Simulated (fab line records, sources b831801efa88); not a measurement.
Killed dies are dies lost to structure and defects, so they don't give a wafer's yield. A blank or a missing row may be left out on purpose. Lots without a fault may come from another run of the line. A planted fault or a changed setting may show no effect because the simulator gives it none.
Chamber matching | flow sfq_line | SFQ_TRILAYER_I2_CMP_CMP_064 on cmp-02: 4 sister chambers
The step polishes SiO2. 4 wafers are shown with their chamber, then 9 later ones without.

WAFERS WITH THEIR CHAMBER
wafer  | chamber | motor_current_A (A)
L661.4 | 2       | 11.1
L661.6 | 3       | 10.7
L672.1 | 0       | 8.6
L672.6 | 1       | 10.1

WAFERS WITHOUT THEIR CHAMBER
wafer  | motor_current_A (A)
L674.4 | 11.1
L674.3 | 11.0
L674.6 | 11.2
L675.1 | 11.5
L675.4 | 10.2
L675.5 | 11.3
L677.4 | 11.6
L677.2 | 10.4
L677.6 | 11.2

WHICH CHAMBER EACH WENT THROUGH
wafer  | from the rows above          | in truth
L674.4 | can't be placed: 2 or 3      | 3
L674.3 | can't be placed: 2 or 3      | 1
L674.6 | can't be placed: 2 or 3      | 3
L675.1 | can't be placed: 2 or 3      | 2
L675.4 | can't be placed: 1 or 3      | 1
L675.5 | can't be placed: 2 or 3      | 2
L677.4 | can't be placed: 2 or 3      | 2
L677.2 | can't be placed: 3 or 1 or 2 | 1
L677.6 | can't be placed: 2 or 3      | 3
Placed correctly: 0 of 9. Can't be placed from these rows: 9 (the true chamber is among the candidates in 8). Placed wrongly: 0.
How it was worked out, from the rows above alone: a wafer's distance from a chamber is the root of the sum, over the readings, of the square of ((its reading less the chamber's mean) divided by the reading's scatter). The wafer belongs to the nearest chamber; if the next one is less than 2 further off, it can't be placed. A chamber's mean is the mean of its shown wafers. The scatter: with one shown wafer a chamber, the root of the mean of the squares of how far each hidden wafer lies from its nearest shown one.
